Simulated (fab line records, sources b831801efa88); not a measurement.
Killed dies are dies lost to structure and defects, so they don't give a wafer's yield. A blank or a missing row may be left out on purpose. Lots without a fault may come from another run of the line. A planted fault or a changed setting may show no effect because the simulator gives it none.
Which tool did it? | flow sky130 | 13 lots, 39 wafers sampled, at 5 steps of a route of 708

WHAT THE GAUGES READ, wafer by wafer
SKY_FIELD_ISO_BOW_MEAS_00. Usual: INCOMING_BOW -1 um, standard deviation 5.6.
lot  | measured    | on            | INCOMING_BOW (um) | flag
L538 | day 1 10:02 | film_metro-01 | -1 10 1           |
L540 | day 1 20:01 | film_metro-03 | 10 0 -6           |
L541 | day 2 01:00 | film_metro-04 | -5 -3 -5          |
L543 | day 2 11:00 | film_metro-03 | 4 -6 0            |
L545 | day 2 21:00 | film_metro-03 | -5 1 -12          |
L546 | day 3 02:01 | film_metro-01 | -7 1 -2           |
L547 | day 3 07:00 | film_metro-01 | 4 -1 -6           |
L548 | day 3 12:00 | film_metro-03 | -6 -5 3           |
L549 | day 3 17:00 | film_metro-03 | -4 -2 -4          |
L550 | day 3 22:00 | film_metro-01 | -5 -8 0           |
L551 | day 4 03:02 | film_metro-04 | -1 3 5            |
L554 | day 4 18:01 | film_metro-01 | -4 -5 -7          |
L555 | day 4 23:04 | film_metro-03 | 1 12 -7           |

SKY_FIELD_ISO_THK_MEAS_04. Usual: FIELD_ISO_CVD_03_THK 148.1 nm, standard deviation 1.3.
lot  | measured    | on            | FIELD_ISO_CVD_03_THK (nm) | flag
L538 | day 1 13:30 | film_metro-01 | 148.0 149.5 148.8         |
L540 | day 2 00:16 | film_metro-01 | 148.5 147.8 150.7         |
L541 | day 2 06:41 | film_metro-03 | 149.0 150.9 149.8         |
L543 | day 2 15:45 | film_metro-01 | 148.7 148.7 147.9         |
L545 | day 3 01:20 | film_metro-04 | 147.2 146.9 146.9         |
L546 | day 3 07:16 | film_metro-03 | 147.3 148.7 148.6         |
L547 | day 3 10:51 | film_metro-01 | 146.7 146.4 146.2         |
L548 | day 3 17:42 | film_metro-03 | 146.6 149.1 148.1         |
L549 | day 3 20:50 | film_metro-01 | 147.5 147.5 147.7         |
L550 | day 4 01:29 | film_metro-01 | 147.5 148.1 148.2         |
L551 | day 4 07:11 | film_metro-04 | 149.0 147.2 148.2         |
L554 | day 5 00:41 | film_metro-03 | 148.9 149.7 149.7         |
L555 | day 5 05:49 | film_metro-03 | 149.0 149.9 150.6         |

SKY_FIELD_ISO_THK_MEAS_23. Usual: FIELD_ISO_OXIDATION_01_THK 9.98 nm, standard deviation 0.17.
lot  | measured    | on            | FIELD_ISO_OXIDATION_01_THK (nm) | flag
L538 | day 2 06:43 | film_metro-01 | 10.15 9.93 10.08                |
L540 | day 2 17:08 | film_metro-01 | 9.97 9.64 9.76                  |
L541 | day 3 00:16 | film_metro-04 | 10.06 10.00 10.25               |
L543 | day 3 09:10 | film_metro-03 | 9.91 9.69 9.85                  |
L545 | day 3 19:49 | film_metro-03 | 10.27 10.13 10.27               |
L546 | day 4 00:53 | film_metro-04 | 9.85 9.79 9.76                  |
L547 | day 4 06:39 | film_metro-01 | 10.06 10.20 10.15               |
L548 | day 4 12:12 | film_metro-03 | 10.29 10.18 10.28               |
L549 | day 4 17:50 | film_metro-01 | 9.89 9.76 9.90                  |
L550 | day 4 20:41 | film_metro-03 | 10.03 10.10 10.18               |
L551 | day 5 02:10 | film_metro-04 | 10.44 9.91 10.16                |
L554 | day 5 20:46 | film_metro-01 | 9.87 9.98 10.04                 |
L555 | day 6 03:30 | film_metro-01 | 10.00 10.05 10.09               |

SKY_NWELL_RS_MEAS_29: measures by four-point-probe. Usual: NWELL_RS 624.8 ohm/sq, standard deviation 1.7.
lot  | measured     | on            | NWELL_RS (ohm/sq) | flag
L538 | day 5 10:58  | film_metro-03 | 623.8 624.2 625.5 |
L540 | day 5 16:46  | film_metro-03 | 626.6 625.6 625.9 |
L541 | day 6 00:32  | film_metro-04 | 622.5 624.9 626.1 |
L543 | day 6 14:13  | film_metro-03 | 624.0 624.9 626.2 |
L545 | day 7 01:44  | film_metro-02 | 624.2 625.0 625.6 |
L546 | day 7 06:30  | film_metro-02 | 624.9 624.3 626.0 |
L547 | day 7 14:44  | film_metro-02 | 627.4 626.7 626.3 |
L548 | day 8 00:23  | film_metro-02 | 622.1 622.7 622.1 |
L549 | day 8 01:14  | film_metro-02 | 623.9 624.4 624.3 |
L550 | day 8 10:57  | film_metro-02 | 622.4 623.4 623.2 |
L551 | day 8 14:35  | film_metro-03 | 624.4 625.6 624.9 |
L554 | day 9 10:10  | film_metro-04 | 647.4 646.0 646.5 | OFF
L555 | day 10 00:35 | film_metro-02 | 644.2 642.3 642.8 | OFF

WHICH TOOL RAN EACH LOT (tool, then ch and the chambers of the sampled wafers, then the start)
lot  | SKY_NWELL_IMPLANT_11
L538 | implanter-01 ch 0, day 4 16:38
L540 | implanter-02 ch 0, day 4 22:01
L541 | implanter-02 ch 0, day 5 05:16
L543 | implanter-02 ch 0, day 5 18:01
L545 | implanter-02 ch 0, day 6 05:22
L546 | implanter-02 ch 0, day 6 10:38
L547 | implanter-04 ch 0, day 6 18:13
L548 | implanter-02 ch 0, day 7 03:40
L549 | implanter-04 ch 0, day 7 04:13
L550 | implanter-04 ch 0, day 7 12:27
L551 | implanter-04 ch 0, day 7 16:59
L554 | implanter-04 ch 0, day 8 11:55
L555 | implanter-04 ch 0, day 8 22:57
- SKY_NWELL_IMPLANT_11

WHAT THE TOOLS THEMSELVES READ (means of the sampled wafers that have a number; where no wafer has one, the mark that the record gives instead)
SKY_NWELL_IMPLANT_11. Usual: beam_energy_keV 400.02, standard deviation 0.15; dose_ions_cm2 1.9e+13, standard deviation 2.2e+10; faraday_current_uA 106.9, standard deviation 2.1.
lot  | tool         | beam_energy_keV | dose_ions_cm2 | faraday_current_uA | flag
L538 | implanter-01 | 399.88          | 1.9e+13       | 106.2              |
L540 | implanter-02 | 400.08          | 1.9e+13       | 107.3              |
L541 | implanter-02 | 400.04          | 1.9e+13       | 106.3              |
L543 | implanter-02 | 399.79          | 1.9e+13       | 108.6              |
L545 | implanter-02 | 399.99          | 1.9e+13       | 108.4              |
L546 | implanter-02 | 400.00          | 1.9e+13       | 103.8              |
L547 | implanter-04 | 400.17          | 1.9e+13       | 107.6              |
L548 | implanter-02 | 400.01          | 1.9e+13       | 108.1              |
L549 | implanter-04 | 400.22          | 1.9e+13       | 106.8              |
L550 | implanter-04 | 399.95          | 1.9e+13       | 104.0              |
L551 | implanter-04 | 400.08          | 1.9e+13       | 108.5              |
L554 | implanter-04 | 399.87          | 1.8e+13       | 100.6              | OFF
L555 | implanter-04 | 399.88          | 1.8e+13       | 98.2               | OFF

THE ANSWER, worked out from the rows above alone
Rule: a lot is off if the mean of its wafers that have a number lies more than 3 standard deviations from the usual mean. A lot without any number at a reading at which 4 lots or more have one is off too. The other lots that the step has rows for count as sound. The gauges are gone through in route order, then the tools' own readings, and for those a lot's mean is taken as printed above. The first step at which some lot is off is used, and at that step the reading that is off furthest; a lot without a number counts as furthest.
Off: L554, L555, at SKY_NWELL_RS_MEAS_29 (NWELL_RS).
A tool fits if, at a process step before that reading, it ran every lot that is off, and no sound lot after the first of them. The gauges at SKY_NWELL_RS_MEAS_29 aren't tried: what is off there is off at SKY_NWELL_IMPLANT_11 too, on other tools, and a gauge's error can't cause that. One fits: implanter-04 at SKY_NWELL_IMPLANT_11. Its last sound lot is L551 (day 7 16:59), its first lot that is off L554 (day 8 11:55): a fault that began between those two fits.
The tool's own readings at SKY_NWELL_IMPLANT_11 bear it out: on the lots that are off they differ by more than 5 times the standard deviation of the sound lots' means. dose_ions_cm2 reads 1.8e+13 there against 1.9e+13 on the sound lots.

WHAT THE SIMULATOR HAD PUT IN
Process parameter drift: implanter-04, from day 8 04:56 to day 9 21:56, at SKY_NWELL_IMPLANT_11. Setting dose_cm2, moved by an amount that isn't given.
Lots struck among those shown: L554, L555. The rule above found the same.
